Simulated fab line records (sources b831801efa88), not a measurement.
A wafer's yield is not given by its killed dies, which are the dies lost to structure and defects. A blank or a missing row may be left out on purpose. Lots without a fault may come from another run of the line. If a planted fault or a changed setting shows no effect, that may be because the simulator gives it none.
Which tool is to blame? :: flow sky130 :: Sampling: 12 lots, 36 wafers, 5 of 708 route steps

## WHAT THE GAUGES SHOWED, per wafer
SKY_GATE_OXIDE_THK_MEAS_02. Usual: GATE_OXIDE_OXIDATION_00_THK gives 10.30 nm (standard deviation 0.21).
lot: L969
measured: day 12 16:06
on: filmMetro-03
GATE_OXIDE_OXIDATION_00_THK (nm): 10.23 10.03 10.27
flag: 

lot: L972
measured: day 13 13:20
on: filmMetro-01
GATE_OXIDE_OXIDATION_00_THK (nm): 10.27 10.15 10.30
flag: 

lot: L974
measured: day 14 03:27
on: filmMetro-02
GATE_OXIDE_OXIDATION_00_THK (nm): 10.36 10.42 10.47
flag: 

lot: L975
measured: day 14 17:15
on: filmMetro-02
GATE_OXIDE_OXIDATION_00_THK (nm): 10.53 10.44 10.60
flag: 

lot: L976
measured: day 15 00:35
on: filmMetro-02
GATE_OXIDE_OXIDATION_00_THK (nm): 10.26 10.52 10.53
flag: 

lot: L980
measured: day 16 23:48
on: filmMetro-01
GATE_OXIDE_OXIDATION_00_THK (nm): 10.60 10.55 10.78
flag: 

lot: L981
measured: day 17 13:43
on: filmMetro-02
GATE_OXIDE_OXIDATION_00_THK (nm): 10.22 10.43 10.31
flag: 

lot: L982
measured: day 17 21:35
on: filmMetro-01
GATE_OXIDE_OXIDATION_00_THK (nm): 10.03 9.94 9.75
flag: 

lot: L987
measured: day 18 15:45
on: filmMetro-03
GATE_OXIDE_OXIDATION_00_THK (nm): 10.39 10.57 10.59
flag: 

lot: L986
measured: day 18 20:00
on: filmMetro-02
GATE_OXIDE_OXIDATION_00_THK (nm): 10.16 10.25 10.20
flag: 

lot: L991
measured: day 20 11:12
on: filmMetro-01
GATE_OXIDE_OXIDATION_00_THK (nm): 10.20 10.33 10.29
flag: 

lot: L992
measured: day 20 11:12
on: filmMetro-02
GATE_OXIDE_OXIDATION_00_THK (nm): 10.17 10.33 10.32
flag: 

SKY_POLY_GATE_THK_MEAS_21. Usual: POLY_GATE_OXIDATION_THK gives 3.98 nm (standard deviation 0.09).
lot: L969
measured: day 16 07:34
on: filmMetro-03
POLY_GATE_OXIDATION_THK (nm): 4.12 4.08 4.11
flag: 

lot: L972
measured: day 17 05:03
on: filmMetro-02
POLY_GATE_OXIDATION_THK (nm): 3.99 3.97 3.92
flag: 

lot: L974
measured: day 18 00:43
on: filmMetro-02
POLY_GATE_OXIDATION_THK (nm): 3.99 4.04 4.01
flag: 

lot: L975
measured: day 18 11:49
on: filmMetro-03
POLY_GATE_OXIDATION_THK (nm): 4.11 4.09 4.07
flag: 

lot: L976
measured: day 18 21:16
on: filmMetro-03
POLY_GATE_OXIDATION_THK (nm): 3.87 3.93 4.00
flag: 

lot: L980
measured: day 21 02:10
on: filmMetro-02
POLY_GATE_OXIDATION_THK (nm): 4.09 4.07 4.12
flag: 

lot: L981
measured: day 21 21:39
on: filmMetro-02
POLY_GATE_OXIDATION_THK (nm): 3.84 3.86 3.87
flag: 

lot: L982
measured: day 22 01:42
on: filmMetro-03
POLY_GATE_OXIDATION_THK (nm): 3.85 3.83 3.82
flag: 

lot: L987
measured: day 22 18:10
on: filmMetro-04
POLY_GATE_OXIDATION_THK (nm): 4.13 4.05 4.02
flag: 

lot: L986
measured: day 22 23:04
on: filmMetro-04
POLY_GATE_OXIDATION_THK (nm): 4.16 4.17 4.11
flag: 

lot: L991
measured: day 24 12:16
on: filmMetro-04
POLY_GATE_OXIDATION_THK (nm): 4.13 4.08 4.12
flag: 

lot: L992
measured: day 24 14:57
on: filmMetro-04
POLY_GATE_OXIDATION_THK (nm): 3.99 4.00 3.89
flag: 

## TOOL THAT RAN EACH LOT (tool first, then ch and the chambers of the sampled wafers, then the start)
lot: L969
SKY_NWELL_COAT_18: lithoTrack-02 ch 0, day 4 22:13
SKY_NWELL_STRIP_25: plasmaAsher-03 ch 0,1, day 5 06:47
SKY_POLY_GATE_ETCH_17: rieSi-02 ch 1,2,3, day 16 05:11

lot: L972
SKY_NWELL_COAT_18: lithoTrack-04 ch 0, day 5 16:13
SKY_NWELL_STRIP_25: plasmaAsher-03 ch 0,1, day 6 01:38
SKY_POLY_GATE_ETCH_17: rieSi-02 ch 0,1, day 17 02:47

lot: L974
SKY_NWELL_COAT_18: lithoTrack-02 ch 0, day 6 01:16
SKY_NWELL_STRIP_25: plasmaAsher-02 ch 0,1, day 6 11:16
SKY_POLY_GATE_ETCH_17: rieSi-01 ch 0,1,2, day 17 22:20

lot: L975
SKY_NWELL_COAT_18: lithoTrack-04 ch 0, day 6 11:17
SKY_NWELL_STRIP_25: plasmaAsher-02 ch 0,1, day 6 21:43
SKY_POLY_GATE_ETCH_17: rieSi-02 ch 1,2,3, day 18 10:20

lot: L976
SKY_NWELL_COAT_18: lithoTrack-03 ch 0, day 6 16:58
SKY_NWELL_STRIP_25: plasmaAsher-04 ch 0,1, day 7 02:40
SKY_POLY_GATE_ETCH_17: rieSi-01 ch 0,2,3, day 18 17:53

lot: L980
SKY_NWELL_COAT_18: lithoTrack-02 ch 0, day 8 00:18
SKY_NWELL_STRIP_25: plasmaAsher-03 ch 0,1, day 8 10:59
SKY_POLY_GATE_ETCH_17: rieSi-01 ch 1,3, day 21 00:41

lot: L981
SKY_NWELL_COAT_18: lithoTrack-02 ch 0, day 8 13:22
SKY_NWELL_STRIP_25: plasmaAsher-03 ch 0,1, day 8 23:14
SKY_POLY_GATE_ETCH_17: rieSi-02 ch 0,1,3, day 21 20:10

lot: L982
SKY_NWELL_COAT_18: lithoTrack-02 ch 0, day 8 17:13
SKY_NWELL_STRIP_25: plasmaAsher-04 ch 0,1, day 9 03:10
SKY_POLY_GATE_ETCH_17: rieSi-01 ch 1,2,3, day 22 00:14

lot: L987
SKY_NWELL_COAT_18: lithoTrack-03 ch 0, day 9 06:06
SKY_NWELL_STRIP_25: plasmaAsher-03 ch 0,1, day 9 18:05
SKY_POLY_GATE_ETCH_17: rieSi-01 ch 1,2, day 22 16:41

lot: L986
SKY_NWELL_COAT_18: lithoTrack-02 ch 0, day 9 07:43
SKY_NWELL_STRIP_25: plasmaAsher-03 ch 0,1, day 9 20:20
SKY_POLY_GATE_ETCH_17: rieSi-02 ch 1,3, day 22 21:37

lot: L991
SKY_NWELL_COAT_18: lithoTrack-04 ch 0, day 10 11:16
SKY_NWELL_STRIP_25: plasmaAsher-04 ch 0,1, day 10 23:29
SKY_POLY_GATE_ETCH_17: rieSi-02 ch 0,3, day 24 10:49

lot: L992
SKY_NWELL_COAT_18: lithoTrack-03 ch 0, day 10 13:06
SKY_NWELL_STRIP_25: plasmaAsher-03 ch 0,1, day 11 01:55
SKY_POLY_GATE_ETCH_17: rieSi-01 ch 0,3, day 24 13:29
- SKY_NWELL_COAT_18: resist thk 3000 nm.
- SKY_NWELL_STRIP_25: strips in O2/N2.
- SKY_POLY_GATE_ETCH_17: etches poly-Si in HBr/Cl2, stops on SiO2, target depth 180 nm, time 70.5 s.

## AS READ BY THE TOOLS THEMSELVES (means over the sampled wafers that have a number; for cases with no such wafer, the mark the record gives instead)
SKY_NWELL_COAT_18. Usual: exhaustPa at 45.0 Pa, with a standard deviation of 0.82.
lot: L969
tool: lithoTrack-02
exhaustPa (Pa): 44.9
flag: 

lot: L972
tool: lithoTrack-04
exhaustPa (Pa): 46.0
flag: 

lot: L974
tool: lithoTrack-02
exhaustPa (Pa): 44.8
flag: 

lot: L975
tool: lithoTrack-04
exhaustPa (Pa): 44.3
flag: 

lot: L976
tool: lithoTrack-03
exhaustPa (Pa): 45.1
flag: 

lot: L980
tool: lithoTrack-02
exhaustPa (Pa): 45.1
flag: 

lot: L981
tool: lithoTrack-02
exhaustPa (Pa): 45.1
flag: 

lot: L982
tool: lithoTrack-02
exhaustPa (Pa): 45.4
flag: 

lot: L987
tool: lithoTrack-03
exhaustPa (Pa): 45.6
flag: 

lot: L986
tool: lithoTrack-02
exhaustPa (Pa): 44.8
flag: 

lot: L991
tool: lithoTrack-04
exhaustPa (Pa): 45.2
flag: 

lot: L992
tool: lithoTrack-03
exhaustPa (Pa): 45.7
flag: 

SKY_NWELL_STRIP_25. Usual: drypumpMotorCurrentA 5.8 A, standard deviation 0.45; oesProductAu 0.721 a.u., standard deviation 0.0046; stripTimeToEndpointS 36.89 s, standard deviation 0.11.
lot: L969
tool: plasmaAsher-03
drypumpMotorCurrentA (A): 6.0
oesProductAu (a.u.): 0.720
stripTimeToEndpointS (s): 36.75
flag: 

lot: L972
tool: plasmaAsher-03
drypumpMotorCurrentA (A): 6.1
oesProductAu (a.u.): 0.721
stripTimeToEndpointS (s): 36.88
flag: 

lot: L974
tool: plasmaAsher-02
drypumpMotorCurrentA (A): 5.4
oesProductAu (a.u.): 0.723
stripTimeToEndpointS (s): 37.05
flag: 

lot: L975
tool: plasmaAsher-02
drypumpMotorCurrentA (A): 5.4
oesProductAu (a.u.): 0.722
stripTimeToEndpointS (s): 36.87
flag: 

lot: L976
tool: plasmaAsher-04
drypumpMotorCurrentA (A): 5.9
oesProductAu (a.u.): 0.722
stripTimeToEndpointS (s): 36.79
flag: 

lot: L980
tool: plasmaAsher-03
drypumpMotorCurrentA (A): 6.0
oesProductAu (a.u.): 0.719
stripTimeToEndpointS (s): 36.87
flag: 

lot: L981
tool: plasmaAsher-03
drypumpMotorCurrentA (A): 6.1
oesProductAu (a.u.): 0.719
stripTimeToEndpointS (s): 36.91
flag: 

lot: L982
tool: plasmaAsher-04
drypumpMotorCurrentA (A): 5.8
oesProductAu (a.u.): 0.716
stripTimeToEndpointS (s): 30.05
flag: OFF

lot: L987
tool: plasmaAsher-03
drypumpMotorCurrentA (A): 6.1
oesProductAu (a.u.): 0.724
stripTimeToEndpointS (s): 36.91
flag: 

lot: L986
tool: plasmaAsher-03
drypumpMotorCurrentA (A): 6.1
oesProductAu (a.u.): 0.718
stripTimeToEndpointS (s): 29.81
flag: OFF

lot: L991
tool: plasmaAsher-04
drypumpMotorCurrentA (A): 5.9
oesProductAu (a.u.): 0.721
stripTimeToEndpointS (s): 36.86
flag: 

lot: L992
tool: plasmaAsher-03
drypumpMotorCurrentA (A): 6.1
oesProductAu (a.u.): 0.723
stripTimeToEndpointS (s): 37.03
flag: 

SKY_POLY_GATE_ETCH_17. Usual: drypumpMotorCurrentA 5.9 A, standard deviation 0.44; oesProductAu 0.983 a.u., standard deviation 0.007; throttleValvePct 33.683 %, standard deviation 0.0079.
lot: L969
tool: rieSi-02
drypumpMotorCurrentA (A): 5.9
oesProductAu (a.u.): 0.987
throttleValvePct (%): 33.681
flag: 

lot: L972
tool: rieSi-02
drypumpMotorCurrentA (A): 5.6
oesProductAu (a.u.): 0.982
throttleValvePct (%): 33.685
flag: 

lot: L974
tool: rieSi-01
drypumpMotorCurrentA (A): 5.9
oesProductAu (a.u.): 0.987
throttleValvePct (%): 33.687
flag: 

lot: L975
tool: rieSi-02
drypumpMotorCurrentA (A): 5.9
oesProductAu (a.u.): 0.982
throttleValvePct (%): 33.680
flag: 

lot: L976
tool: rieSi-01
drypumpMotorCurrentA (A): 5.9
oesProductAu (a.u.): 0.984
throttleValvePct (%): 33.691
flag: 

lot: L980
tool: rieSi-01
drypumpMotorCurrentA (A): 5.6
oesProductAu (a.u.): 0.984
throttleValvePct (%): 33.683
flag: 

lot: L981
tool: rieSi-02
drypumpMotorCurrentA (A): 5.6
oesProductAu (a.u.): 0.973
throttleValvePct (%): 33.680
flag: 

lot: L982
tool: rieSi-01
drypumpMotorCurrentA (A): 5.6
oesProductAu (a.u.): 0.987
throttleValvePct (%): 33.683
flag: 

lot: L987
tool: rieSi-01
drypumpMotorCurrentA (A): 5.6
oesProductAu (a.u.): 0.989
throttleValvePct (%): 33.676
flag: 

lot: L986
tool: rieSi-02
drypumpMotorCurrentA (A): 5.5
oesProductAu (a.u.): 0.979
throttleValvePct (%): 33.682
flag: 

lot: L991
tool: rieSi-02
drypumpMotorCurrentA (A): 5.7
oesProductAu (a.u.): 0.978
throttleValvePct (%): 33.678
flag: 

lot: L992
tool: rieSi-01
drypumpMotorCurrentA (A): 6.2
oesProductAu (a.u.): 0.989
throttleValvePct (%): 33.681
flag: 

## THE ANSWER, worked out from the rows above alone
Rule: lot off if the mean of its wafers having a number is beyond 3 standard deviations from the usual mean. Also off: a lot with no number at a reading for which 4 or more lots have one. Any other lot the step has rows for is counted as sound. The gauges are gone through in route order, then the tools' own readings, and for those a lot's mean is taken as printed above. At the first step where some lot is off, the reading lying furthest off is the one used; lots without a number count as furthest.
Off: L982, L986 (SKY_NWELL_STRIP_25, stripTimeToEndpointS).
If a tool, at that step or one of the process steps before it, ran each lot that is off and ran no sound lot following the first of them, it fits. One fits: SKY_NWELL_COAT_18 on lithoTrack-02. Its last sound lot is L981 (day 8 13:22), its first lot that is off L982 (day 8 17:13): a fault that began between those two fits.

## WHAT WAS PUT IN BY THE SIMULATOR
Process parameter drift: lithoTrack-02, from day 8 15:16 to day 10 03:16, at SKY_NWELL_COAT_18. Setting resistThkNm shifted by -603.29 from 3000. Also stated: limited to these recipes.
Shown lots that were struck: L982, L986. This agrees with what the rule above found.
